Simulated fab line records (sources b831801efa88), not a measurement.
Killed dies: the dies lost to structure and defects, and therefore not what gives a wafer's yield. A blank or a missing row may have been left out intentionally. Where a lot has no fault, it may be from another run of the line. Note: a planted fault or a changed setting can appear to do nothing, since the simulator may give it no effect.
Chamber matching -- flow sky130 -- cmp-01 running SKY_VIA1_CMP_02: 4 sister chambers
The step polishes SiO2. 8 wafers are shown with their chamber, then 7 later ones without.

## WAFERS WITH THEIR CHAMBER
wafer,chamber,motor current A (A),head pressure psi (psi)
L347.2,3,10.9,4.005
L348.6,0,15.7,4.008
L354.4,3,10.6,4.008
L357.2,2,13.5,4.006
L357.5,1,11.8,3.999
L357.6,0,14.6,3.996
L358.2,2,13.3,4.022
L358.3,1,10.9,4.005

## WAFERS WITHOUT THEIR CHAMBER
wafer,motor current A (A),head pressure psi (psi)
L358.4,15.6,4.012
L364.2,14.4,3.996
L364.4,10.9,4.003
L364.5,12.6,4.001
L366.3,11.7,4.004
L366.5,14.6,3.990
L366.6,10.7,4.004

## WHICH CHAMBER EACH ONE RAN IN
wafer,from the rows above,in truth
L358.4,0,0
L364.2,can't be placed: 0 or 2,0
L364.4,can't be placed: 3 or 1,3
L364.5,can't be placed: 2 or 1 or 3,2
L366.3,can't be placed: 1 or 3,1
L366.5,0,0
L366.6,can't be placed: 3 or 1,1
Correct placement for 2 of the 7. From these rows, 5 cannot be placed; in 5 the true chamber is one of the candidates. Wrongly placed: 0.
How it was worked out, from the rows above alone: a wafer's distance from a chamber is the root of the sum, over the readings, of the square of ((its reading less the chamber's mean) divided by the reading's scatter). The wafer belongs to the nearest chamber; if the next one is less than 2 further off, it can't be placed. A chamber's mean is the mean of its shown wafers. The scatter: take each reading less its chamber's mean, square it, sum over the shown wafers, divide by the number of wafers less the number of chambers, and take the root.
